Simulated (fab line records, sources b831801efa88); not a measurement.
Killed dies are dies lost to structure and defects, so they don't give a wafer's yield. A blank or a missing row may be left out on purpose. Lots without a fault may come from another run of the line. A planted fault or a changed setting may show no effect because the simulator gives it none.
A struck lot beside a sound one | flow sky130 | 17 steps out of a route of 708
Sound: wafers L203.2, L203.5, L203.6. Struck: wafers L196.1, L196.4, L196.5. The cause comes at the end.
At each step with rows: each side's tool, then ch and its chambers, then its first start. Under that, the readings that differ: sound wafers | struck wafers | difference of the means | sigmas: that difference in standard deviations of wafers without a fault.
alike: readings whose means differ by less than 2 such deviations, and words and numbers that are the same on both sides. not compared: withheld readings, readings that some wafer has no value for, bounds like >300 that may hide the same value, and numbers for which the record gives no deviation and whose values overlap.
The two part at a step that has a row with sigmas, a row that says differs or no value, or rows on one side only. Numbers that don't overlap but have no deviation are shown without sigmas and don't part them. A reading that every wafer of one side lacks parts them only if that side has two wafers or more.

SKY_LDD_P_OVL_MEAS_08:
  sound on overlay-01, day 25 23:06; struck on overlay-02, day 22 06:09
  alike: LDD_P_OVL
then, 1 step without rows for these wafers: SKY_LDD_P_IMPLANT_09.
SKY_LDD_P_STRIP_10: strips in O2/N2.
  sound on plasma_asher-02 ch 0,1, day 25 23:17; struck on plasma_asher-03 ch 0,1, day 22 06:20
  alike: drypump_motor_current_A, oes_product_au, strip_time_to_endpoint_s
  not compared: rf_hours_counter_h
SKY_LDD_P_TW_MEAS_11:
  sound on film_metro-02, day 25 23:23; struck on film_metro-02, day 22 06:26
  alike: LDD_P_TW
then, 7 steps without rows for these wafers: SKY_LDD_HVN_DEHYDRATE_00 (time 60 s); SKY_LDD_HVN_HMDS_01 (prime time 60 s); SKY_LDD_HVN_COAT_02 (resist thk 300 nm); SKY_LDD_HVN_SOFTBAKE_03 (time 60 s); SKY_LDD_HVN_EXPOSE_04 (exposes mask HVNTM, target cd 700 nm); SKY_LDD_HVN_PEB_05; SKY_LDD_HVN_DEVELOP_06 (develop time 60 s).
SKY_LDD_HVN_OVL_MEAS_07:
  sound on overlay-02, day 27 04:02; struck on overlay-01, day 23 13:02
  alike: LDD_HVN_OVL
SKY_LDD_HVN_IMPLANT_08:
  sound on implanter-04 ch 0, day 27 04:05; struck on implanter-04 ch 0, day 23 13:04
  reading                   | sound                | struck               | difference | sigmas
  beam_energy_keV           | 59.994 59.979 60.007 | 72.243 72.254 72.233 | +12.250    | +99 or more
  model.implant.rp_nm (nm)  | 56.63 56.63 56.63    | 67.48 67.48 67.48    | +10.85     |
  model.implant.drp_nm (nm) | 28.15 28.15 28.15    | 33.09 33.09 33.09    | +4.94      |
  alike: tilt_deg
SKY_LDD_HVN_STRIP_09: strips in O2/N2.
  sound on plasma_asher-03 ch 0,1, day 27 04:13; struck on plasma_asher-04 ch 0,1, day 23 13:13
  alike: drypump_motor_current_A, oes_product_au, strip_time_to_endpoint_s
  not compared: rf_hours_counter_h
SKY_LDD_HVN_TW_MEAS_10:
  sound on film_metro-01, day 27 04:19; struck on film_metro-01, day 23 13:19
  reading    | sound          | struck         | difference | sigmas
  LDD_HVN_TW | 1451 1432 1430 | 1506 1501 1497 | +64        | +7
then, 1 step without rows for these wafers: SKY_LDD_HVP_DEHYDRATE_00 (time 60 s).
-- the record jumps here: 25 days lie between the struck wafers' starts before and after (it left off in module LDD_HVP and takes up again in module PAD_OPEN, whose first step shown is number 708 of the route) --
SKY_PAD_OPEN_PROBE_99:
  sound on prober-01, day 50 08:42; struck on prober-02, day 48 06:57
  reading                                 | sound                | struck               | difference | sigmas
  killed_at_other                         | 0 0 0                | 0 2 1                | +1         | +2
  model.etest.tip_n_5v.rs_ohm_sq          | 1390 1400 1400       | 1284 1282 1282       | -114       |
  model.etest.nfet_g5v0d10v5.r_on_ohm_um  | 1902 1881 1884       | 1834 1813 1830       | -63        |
  model.etest.nfet_g5v0d10v5.drive_ua_um  | 592.2 601.4 599.2    | 616.9 632.4 631.9    | +29.5      |
  model.etest.nfet_g5v0d10v5.vt_sat_v (V) | 0.7866 0.7785 0.7723 | 0.7414 0.7269 0.7207 | -0.0495    |
  model.etest.nfet_g5v0d10v5.vt_v (V)     | 0.8456 0.8377 0.8296 | 0.8103 0.7986 0.7899 | -0.0380    |
  alike: killed_at_M0_to_M3, killed_at_M4_up, killed_at_contacts, killed_at_front_end, killed_dies, killed_open, killed_short

WHERE THEY PART
First at SKY_LDD_HVN_IMPLANT_08; last, within this record, at SKY_PAD_OPEN_PROBE_99.

WHY: what the simulator had put in
Process parameter drift: implanter-04, from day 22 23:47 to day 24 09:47, at SKY_LDD_HVN_IMPLANT_08. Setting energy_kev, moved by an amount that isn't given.
